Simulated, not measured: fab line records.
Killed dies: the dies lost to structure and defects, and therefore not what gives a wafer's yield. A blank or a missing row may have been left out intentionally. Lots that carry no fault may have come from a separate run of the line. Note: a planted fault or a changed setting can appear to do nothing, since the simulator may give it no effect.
2 desks looking at one fault	flow sky130	every desk sees just its own numbers, and what lay behind them comes last

== DESK OF THE TOOL OWNER: lithoTrack-02 ==
The tool's own readings at SKY_RES_XHIGH_DEVELOP_06 (develop time 60 s): means of the sampled wafers that have a number, for each lot that ran on this tool. If a lot's mean is further than 4 standard deviations from the usual mean, the lot is out of limits and carries the mark OUT (the distance appears in the brackets).
Columns: A = developerTempC at SKY_RES_XHIGH_DEVELOP_06, usual 23.02 C
lot	first seen here	A
L371	day 28 06:56	23.07
L373	day 29 06:44	23.09
L380	day 31 07:44	21.95 (-9.8) OUT
L381	day 31 11:28	22.13 (-8.1) OUT
This desk's verdict: out of limits on L380, L381, starting with L380 at day 31 07:44 (developerTempC at SKY_RES_XHIGH_DEVELOP_06). Within limits: L371, L373.

== THE METROLOGY DESK ==
Lot by lot, what the gauges showed, no matter which tool ran the lot: averages of those sampled wafers that carry a number. If a lot's mean is further than 4 standard deviations from the usual mean, the lot is out of limits and carries the mark OUT (the distance appears in the brackets).
Columns: A = SD_N_OVL at SKY_SD_N_OVL_MEAS_08, usual -0.3 nm; B = LOCAL_INTERCONNECT_TIN_RS at SKY_LOCAL_INTERCONNECT_RS_MEAS_01, usual 14.12 ohm/sq
lot	first seen here	A	B
L367	day 28 03:39	-1.7	14.12
L369	day 28 23:54	-1.4	14.32
L371	day 29 11:04	0.8	13.93
L370	day 29 11:47	-1.5	14.19
L372	day 29 16:20	-0.6	14.10
L373	day 30 10:31	0.7	14.10
L376	day 30 22:37	0.1	14.33
L380	day 32 11:04	0.9	14.13
L381	day 32 14:33	0.9	14.22
L384	day 33 14:35	-1.6	14.03
L386	day 34 06:58	0.4	14.36
L387	day 34 08:08	-1.2	14.06
L390	day 35 09:11	-2.4	14.12
This desk's finding: nothing out of limits on any of the 13 lots.

== ALL TOGETHER ==
On L380, L381, at day 31 07:44, an alarm was possible from the tool owner's desk.
Nothing out of limits was seen by the metrology desk.
The metrology desk has L380, L381 on record, within its limits.
On lithoTrack-02, each named lot ran SKY_RES_XHIGH_DEVELOP_06.

== WHAT THE SIMULATOR HAD PUT IN ==
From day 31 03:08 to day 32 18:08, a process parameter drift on lithoTrack-02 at SKY_RES_XHIGH_DEVELOP_06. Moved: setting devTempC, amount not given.
Struck lots among those shown: L380, L381.
Delay in hours, fault start to first out-of-limits reading, by desk: the tool owner's desk at 5.
